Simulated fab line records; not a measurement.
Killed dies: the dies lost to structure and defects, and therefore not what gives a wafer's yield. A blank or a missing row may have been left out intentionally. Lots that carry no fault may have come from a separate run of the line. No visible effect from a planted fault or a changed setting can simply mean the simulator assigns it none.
What tool caused it? || flow sfq line || 21 wafers from 7 lots sampled at 3 of the route's 325 steps

WHAT EACH GAUGE READ, for each wafer
SFQ_M3_RS_MEAS_919: a four-point-probe measurement.
{"lot": "L813", "measured": "day 24 01:43", "on": "film metro-02", "M3_NB_RS (ohm/sq)": "0.884 0.877 0.880"}
{"lot": "L816", "measured": "day 26 04:43", "on": "film metro-02", "M3_NB_RS (ohm/sq)": "0.901 0.908 0.901"}
{"lot": "L818", "measured": "day 26 09:29", "on": "film metro-03", "M3_NB_RS (ohm/sq)": "0.873 0.874 0.880"}
{"lot": "L823", "measured": "day 32 06:02", "on": "film metro-01", "M3_NB_RS (ohm/sq)": "0.874 0.877 0.882"}
{"lot": "L831", "measured": "day 33 00:04", "on": "film metro-01", "M3_NB_RS (ohm/sq)": "0.896 1.351 1.340"}
{"lot": "L833", "measured": "day 33 06:01", "on": "film metro-02", "M3_NB_RS (ohm/sq)": "0.902 0.887 1.368"}
{"lot": "L835", "measured": "day 33 13:14", "on": "film metro-02", "M3_NB_RS (ohm/sq)": "0.902 0.900 0.906"}

WHAT TOOL EACH LOT RAN ON (gives the tool, then ch and the chambers of the sampled wafers, and finally the start)
{"lot": "L813", "SFQ_TRILAYER_I1_METRO_MEASURE_047": "film metro-01, day 15 22:35", "SFQ_TRILAYER_M3_DEP_SPUTTER_073": "pvd sputter-03, day 24 01:38"}
{"lot": "L816", "SFQ_TRILAYER_I1_METRO_MEASURE_047": "film metro-01, day 17 09:27", "SFQ_TRILAYER_M3_DEP_SPUTTER_073": "pvd sputter-04, day 26 04:36"}
{"lot": "L818", "SFQ_TRILAYER_I1_METRO_MEASURE_047": "film metro-04, day 17 18:10", "SFQ_TRILAYER_M3_DEP_SPUTTER_073": "pvd sputter-06, day 26 09:23"}
{"lot": "L823", "SFQ_TRILAYER_I1_METRO_MEASURE_047": "film metro-01, day 19 09:27", "SFQ_TRILAYER_M3_DEP_SPUTTER_073": "pvd sputter-03, day 32 05:56"}
{"lot": "L831", "SFQ_TRILAYER_I1_METRO_MEASURE_047": "film metro-02, day 21 18:40", "SFQ_TRILAYER_M3_DEP_SPUTTER_073": "pvd sputter-06, day 32 23:56"}
{"lot": "L833", "SFQ_TRILAYER_I1_METRO_MEASURE_047": "film metro-02, day 22 07:35", "SFQ_TRILAYER_M3_DEP_SPUTTER_073": "pvd sputter-06, day 33 05:56"}
{"lot": "L835", "SFQ_TRILAYER_I1_METRO_MEASURE_047": "film metro-04, day 23 00:16", "SFQ_TRILAYER_M3_DEP_SPUTTER_073": "pvd sputter-03, day 33 13:09"}
- SFQ_TRILAYER_I1_METRO_MEASURE_047
- SFQ_TRILAYER_M3_DEP_SPUTTER_073: material Nb, target thk 200 nm, time 133.3 s.

THE ANSWER, worked out from the rows above alone
Rule: usual is defined by the lots themselves. Put in order of their means at a reading, lots are off if they are a third of the lots or fewer, leave a main group of 4 or more, and stand apart from it by a gap of 3 or more times the standard deviation of the main group's means; of several such gaps the widest counts. If all means in a main group match to the digits the tables above print for the reading, that group is not used. Also off: a lot with no number at a reading for which 4 or more lots have one. The other lots that the step has rows for count as sound.
Off: at SFQ_M3_RS_MEAS_919 (M3_NB_RS), L831, L833. For the main group the mean is 0.888 ohm/sq and the standard deviation 0.012.
If a tool, at a process step before that reading, ran all the lots that are off and no sound lot after the first of them, it fits. The gauges at SFQ_M3_RS_MEAS_919 are tried like those tools. Can't be told from this: 2 tools fit, film metro-02 at SFQ_TRILAYER_I1_METRO_MEASURE_047, pvd sputter-06 at SFQ_TRILAYER_M3_DEP_SPUTTER_073.

WHAT THE SIMULATOR HAD INSERTED
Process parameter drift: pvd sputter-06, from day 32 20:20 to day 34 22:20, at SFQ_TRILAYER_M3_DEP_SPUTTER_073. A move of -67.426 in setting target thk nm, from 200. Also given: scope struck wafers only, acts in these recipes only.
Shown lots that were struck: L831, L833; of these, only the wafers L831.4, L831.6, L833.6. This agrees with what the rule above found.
